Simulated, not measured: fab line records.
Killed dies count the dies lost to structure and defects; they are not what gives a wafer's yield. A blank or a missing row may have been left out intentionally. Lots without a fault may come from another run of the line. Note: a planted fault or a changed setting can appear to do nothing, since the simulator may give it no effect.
Chamber matching ; flow gf180mcu ; GF_V1_CMP_26 on cmp-02 has 4 sister chambers
The step polishes, stops on SiO2, t overpolish 15 s, target thk 0 nm. 4 wafers are shown with their chamber, then 12 later ones without.

== WAFERS, EACH WITH ITS CHAMBER ==
wafer;chamber;motor-current-A (A)
L084.5;1;10.5
L087.2;3;9.5
L088.2;2;10.2
L088.5;0;12.2

== WAFERS WITH NO CHAMBER GIVEN ==
wafer;motor-current-A (A)
L090.1;12.4
L090.2;10.0
L090.5;12.5
L091.2;9.9
L091.3;10.2
L091.6;10.8
L095.2;12.4
L095.3;10.7
L095.6;11.6
L096.2;9.5
L096.5;9.6
L096.6;10.4

== EACH ONE'S CHAMBER ==
wafer;from the rows above;in truth
L090.1;0;0
L090.2;can't be placed: 2 or 1 or 3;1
L090.5;0;0
L091.2;can't be placed: 2 or 3 or 1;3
L091.3;can't be placed: 2 or 1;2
L091.6;can't be placed: 1 or 2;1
L095.2;0;0
L095.3;can't be placed: 1 or 2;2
L095.6;can't be placed: 0 or 1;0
L096.2;3;3
L096.5;can't be placed: 3 or 2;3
L096.6;can't be placed: 1 or 2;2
Placed correctly: 4 of 12. Unplaceable from these rows: 8, with the true chamber sitting among the candidates in 8. 0 placed wrongly.
How it was worked out, from the rows above alone: a wafer's distance from a chamber is the root of the sum, over the readings, of the square of ((its reading less the chamber's mean) divided by the reading's scatter). If the next closest chamber is less than 2 further off than the closest, the wafer can't be placed; otherwise it belongs to the closest. Each chamber's mean is taken over the wafers shown for it. The scatter: with one shown wafer a chamber, the root of the mean of the squares of how far each hidden wafer lies from its nearest shown one.
